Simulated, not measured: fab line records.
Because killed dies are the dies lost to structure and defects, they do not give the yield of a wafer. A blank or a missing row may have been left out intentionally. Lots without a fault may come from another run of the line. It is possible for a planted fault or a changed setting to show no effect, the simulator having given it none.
Tool commonality check / flow gf180mcu / 11 lots and 33 wafers in the sample

== WHY THIS WAS OPENED ==
At GF_V4_THK_MEAS_01 the reading V4_CVD_00_THK is flagged on 2 of 11 lots. Fault-free wafers read 601 nm, with a standard deviation of 7.
Rule: a lot is flagged in two cases, either no wafer of it has a number, or all its wafers with numbers fall more than 4 standard deviations from that mean. The rest of the lots are taken to be sound.

lot=L741; measured=day 23 10:55; on=film_metro-02; V4_CVD_00_THK (nm), wafer by wafer=595 591 597; flag=
lot=L743; measured=day 24 00:23; on=film_metro-02; V4_CVD_00_THK (nm), wafer by wafer=604 609 599; flag=
lot=L747; measured=day 25 15:55; on=film_metro-04; V4_CVD_00_THK (nm), wafer by wafer=603 608 609; flag=
lot=L748; measured=day 26 00:16; on=film_metro-03; V4_CVD_00_THK (nm), wafer by wafer=599 610 613; flag=
lot=L749; measured=day 26 18:07; on=film_metro-04; V4_CVD_00_THK (nm), wafer by wafer=603 610 607; flag=
lot=L756; measured=day 28 11:01; on=film_metro-03; V4_CVD_00_THK (nm), wafer by wafer=505 513 506; flag=FLAGGED
lot=L757; measured=day 28 20:50; on=film_metro-03; V4_CVD_00_THK (nm), wafer by wafer=600 599 595; flag=
lot=L759; measured=day 29 11:40; on=film_metro-04; V4_CVD_00_THK (nm), wafer by wafer=513 524 511; flag=FLAGGED
lot=L762; measured=day 30 02:10; on=film_metro-04; V4_CVD_00_THK (nm), wafer by wafer=596 596 591; flag=
lot=L763; measured=day 30 04:26; on=film_metro-04; V4_CVD_00_THK (nm), wafer by wafer=600 597 595; flag=
lot=L764; measured=day 30 11:43; on=film_metro-04; V4_CVD_00_THK (nm), wafer by wafer=596 611 606; flag=
On average the flagged lots' numbers are 512 nm, which is -89 nm against the usual, or -13 standard deviations.

== WHICH TOOL RAN EACH LOT ==
The record holds 4 process steps before the reading, out of a route of 602 steps. Every cell lists first the tool, next ch and the chambers used by the sampled wafers, and last the start.
lot=L741; flag=; GF_V3_ETCH_16=rie_diel-04 ch 0,2,3, day 22 09:26; GF_V3_CVD_23=cvd_w-01 ch 0,1, day 22 10:14; GF_M4_STRIP_17=plasma_asher-04 ch 0, day 23 10:11; GF_V4_CVD_00=hdpcvd-02 ch 0,1,2, day 23 10:50
lot=L743; flag=; GF_V3_ETCH_16=rie_diel-02 ch 0,1,2, day 22 23:38; GF_V3_CVD_23=cvd_w-02 ch 0,1, day 23 00:24; GF_M4_STRIP_17=plasma_asher-01 ch 1, day 23 23:46; GF_V4_CVD_00=hdpcvd-02 ch 0,2, day 24 00:19
lot=L747; flag=; GF_V3_ETCH_16=rie_diel-02 ch 0,2, day 24 16:26; GF_V3_CVD_23=cvd_w-02 ch 0,1, day 24 17:12; GF_M4_STRIP_17=plasma_asher-01 ch 0,1, day 25 15:12; GF_V4_CVD_00=hdpcvd-02 ch 1,2, day 25 15:50
lot=L748; flag=; GF_V3_ETCH_16=rie_diel-04 ch 2,3, day 24 23:56; GF_V3_CVD_23=cvd_w-01 ch 0,1, day 25 00:48; GF_M4_STRIP_17=plasma_asher-03 ch 1, day 25 22:38; GF_V4_CVD_00=hdpcvd-01 ch 0,1,2, day 26 00:12
lot=L749; flag=; GF_V3_ETCH_16=rie_diel-02 ch 0,2,3, day 25 18:50; GF_V3_CVD_23=cvd_w-02 ch 0,1, day 25 19:57; GF_M4_STRIP_17=plasma_asher-04 ch 0,1, day 26 17:30; GF_V4_CVD_00=hdpcvd-01 ch 0,1,2, day 26 18:02
lot=L756; flag=FLAGGED; GF_V3_ETCH_16=rie_diel-01 ch 0,1,2, day 27 13:32; GF_V3_CVD_23=cvd_w-02 ch 0,1, day 27 14:19; GF_M4_STRIP_17=plasma_asher-04 ch 0,1, day 28 10:24; GF_V4_CVD_00=hdpcvd-02 ch 0,1,2, day 28 10:56
lot=L757; flag=; GF_V3_ETCH_16=rie_diel-01 ch 0,2,3, day 27 23:08; GF_V3_CVD_23=cvd_w-02 ch 0,1, day 27 23:56; GF_M4_STRIP_17=plasma_asher-03 ch 0,1, day 28 20:14; GF_V4_CVD_00=hdpcvd-01 ch 0,2, day 28 20:44
lot=L759; flag=FLAGGED; GF_V3_ETCH_16=rie_diel-02 ch 2,3, day 28 14:17; GF_V3_CVD_23=cvd_w-01 ch 1, day 28 15:05; GF_M4_STRIP_17=plasma_asher-04 ch 0,1, day 29 11:03; GF_V4_CVD_00=hdpcvd-02 ch 0,2, day 29 11:35
lot=L762; flag=; GF_V3_ETCH_16=rie_diel-02 ch 0,2,3, day 29 05:17; GF_V3_CVD_23=cvd_w-02 ch 0,1, day 29 06:04; GF_M4_STRIP_17=plasma_asher-03 ch 0,1, day 30 01:34; GF_V4_CVD_00=hdpcvd-01 ch 0,1, day 30 02:06
lot=L763; flag=; GF_V3_ETCH_16=rie_diel-04 ch 0,1,2, day 29 07:08; GF_V3_CVD_23=cvd_w-02 ch 0,1, day 29 07:55; GF_M4_STRIP_17=plasma_asher-04 ch 0,1, day 30 03:49; GF_V4_CVD_00=hdpcvd-01 ch 0,1,2, day 30 04:21
lot=L764; flag=; GF_V3_ETCH_16=rie_diel-01 ch 2,3, day 29 15:14; GF_V3_CVD_23=cvd_w-01 ch 0,1, day 29 16:02; GF_M4_STRIP_17=plasma_asher-04 ch 0,1, day 30 11:07; GF_V4_CVD_00=hdpcvd-01 ch 0,1,2, day 30 11:37
What the steps here do:
- GF_V3_ETCH_16: etches BARC in N2/H2.
- GF_V3_CVD_23: deposits W, target thk 350 nm, time 104.9 s.
- GF_M4_STRIP_17: strips in O2/N2.
- GF_V4_CVD_00: deposits SiO2, target thk 600 nm, time 100 s.
- GF_V4_THK_MEAS_01

== FLAGGED OVER TOTAL, TOOL BY TOOL (the gauges that took the reading come last) ==
step=GF_V3_ETCH_16; tool=rie_diel-01; lots run=3; flagged=1; share of the flagged lots=some; sound lots run after its first flagged lot=2 (L757,L764)
step=GF_V3_ETCH_16; tool=rie_diel-02; lots run=5; flagged=1; share of the flagged lots=some; sound lots run after its first flagged lot=1 (L762)
step=GF_V3_ETCH_16; tool=rie_diel-04; lots run=3; flagged=0; share of the flagged lots=none; sound lots run after its first flagged lot=-
step=GF_V3_CVD_23; tool=cvd_w-01; lots run=4; flagged=1; share of the flagged lots=some; sound lots run after its first flagged lot=1 (L764)
step=GF_V3_CVD_23; tool=cvd_w-02; lots run=7; flagged=1; share of the flagged lots=some; sound lots run after its first flagged lot=3 (L757,L762,L763)
step=GF_M4_STRIP_17; tool=plasma_asher-01; lots run=2; flagged=0; share of the flagged lots=none; sound lots run after its first flagged lot=-
step=GF_M4_STRIP_17; tool=plasma_asher-03; lots run=3; flagged=0; share of the flagged lots=none; sound lots run after its first flagged lot=-
step=GF_M4_STRIP_17; tool=plasma_asher-04; lots run=6; flagged=2; share of the flagged lots=all; sound lots run after its first flagged lot=2 (L763,L764)
step=GF_V4_CVD_00; tool=hdpcvd-01; lots run=6; flagged=0; share of the flagged lots=none; sound lots run after its first flagged lot=-
step=GF_V4_CVD_00; tool=hdpcvd-02; lots run=5; flagged=2; share of the flagged lots=all; sound lots run after its first flagged lot=0
step=GF_V4_THK_MEAS_01; tool=film_metro-02; lots run=2; flagged=0; share of the flagged lots=none; sound lots run after its first flagged lot=-
step=GF_V4_THK_MEAS_01; tool=film_metro-03; lots run=3; flagged=1; share of the flagged lots=some; sound lots run after its first flagged lot=1 (L757)
step=GF_V4_THK_MEAS_01; tool=film_metro-04; lots run=6; flagged=1; share of the flagged lots=some; sound lots run after its first flagged lot=3 (L762,L763,L764)

== WHAT THE TABLE PERMITS ==
In 2 table rows, all flagged lots were run: plasma_asher-04 (GF_M4_STRIP_17), hdpcvd-02 (GF_V4_CVD_00).
- plasma_asher-04 at GF_M4_STRIP_17: 2 of its 6 lots flagged. Sound lots ran on it after the first flagged one (L763, L764), which a lasting fault on the whole tool wouldn't allow.
- hdpcvd-02 at GF_V4_CVD_00: 2 of its 5 lots flagged. A fault beginning between L747 (day 25 15:50), its last sound lot, and L756 (day 28 10:56), its first flagged one, fits the data. Its own readings (sih4_flow_sccm) fall more than 4 standard deviations out on all wafers of the flagged lots.
Left over: one tool, hdpcvd-02 at GF_V4_CVD_00.

== WHAT HAD BEEN PUT IN BY THE SIMULATOR ==
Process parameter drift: hdpcvd-02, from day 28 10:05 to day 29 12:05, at GF_V4_CVD_00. A move of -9 in setting sih4_flow_sccm, from 60. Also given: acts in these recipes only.
Struck lots among those shown: L756, L759. The rule given above showed the same thing.
